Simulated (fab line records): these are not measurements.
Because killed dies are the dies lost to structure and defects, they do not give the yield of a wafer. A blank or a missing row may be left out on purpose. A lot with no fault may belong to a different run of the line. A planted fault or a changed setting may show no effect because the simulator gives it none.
Comparing a struck lot with a sound one	flow gf180mcu	14 out of 602 route steps
Sound: these wafers, L889.1, L889.4, L889.5. Wafers struck: L890.1, L890.2, L890.4. Last of all comes the cause.
Per side, at each step with rows, come the tool, then ch with its chambers, and then its first start. Under that, the readings that differ: sound wafers	struck wafers	difference of the means	sigmas: that difference in standard deviations of wafers without a fault.
alike: same words and numbers on both sides, and readings whose means sit less than 2 such deviations apart. not compared: any withheld reading, any reading some wafer has no value for, any bound like >300 that may hide the same value, and any number with overlapping values for which the record gives no deviation.
Wherever a step has rows on one side only, a row that says differs or no value, or a row with sigmas, the two part there. When numbers do not overlap yet have no deviation, they are printed without sigmas and do not part them. Lack of a reading on every wafer of one side parts them only where that side has two or more wafers.

first, 8 steps without rows for these wafers: GF_V5_DEHYDRATE_06 (time 60 s); GF_V5_HMDS_07 (prime time 60 s); GF_V5_COAT_08; GF_V5_COAT_09 (resist thk 1000 nm); GF_V5_SOFTBAKE_10 (time 60 s); GF_V5_EXPOSE_11 (exposes mask Via5, target cd 260 nm); GF_V5_PEB_12 (peb time 90 s); GF_V5_DEVELOP_13 (develop time 60 s).
GF_V5_CD_MEAS_14: target cd 260 nm.
  sound on cd-sem-02 at day 28 15:33; struck on cd-sem-01 at day 29 00:09
  alike: cd-nm
GF_V5_OVL_MEAS_15:
  sound on overlay-01 at day 28 15:40; struck on overlay-01 at day 29 00:16
  alike: V5_OVL
GF_V5_ETCH_16: etches BARC in N2/H2.
  sound on rie-diel-01 ch 0,2, day 28 15:42; struck on rie-diel-04 ch 2,3, day 29 00:19
  alike: bias-w, drypump-motor-current-A, oes-product-au, throttle-valve-pct
GF_V5_ETCH_17: etches SiO2 in C4F8/O2/Ar, stops on TiN, target depth 855 nm.
  sound on rie-diel-01 ch 0,2; struck on rie-diel-04 ch 2,3
  alike: bias-w, oes-product-au
GF_V5_STRIP_18: strips in O2/N2.
  sound on plasma-asher-03 ch 0,1, day 28 15:52; struck on plasma-asher-03 ch 0,1, day 29 00:28
  no value came back on the struck wafers for chamber-pressure-mTorr (mTorr), drypump-motor-current-A (A), heater-power-w (W), oes-product-au (a.u.); on the sound wafers chamber-pressure-mTorr (mTorr) reads 1499.0 1499.6 1500.5
  not compared: rf-hours-counter-h
then, 1 step without rows for these wafers: GF_V5_STRIP_19 (strips in post etch residue remover, time 1200 s).

## WHERE THEY PART
At GF_V5_STRIP_18 and nowhere else, as far as this record goes.

WHY: what had been put in by the simulator
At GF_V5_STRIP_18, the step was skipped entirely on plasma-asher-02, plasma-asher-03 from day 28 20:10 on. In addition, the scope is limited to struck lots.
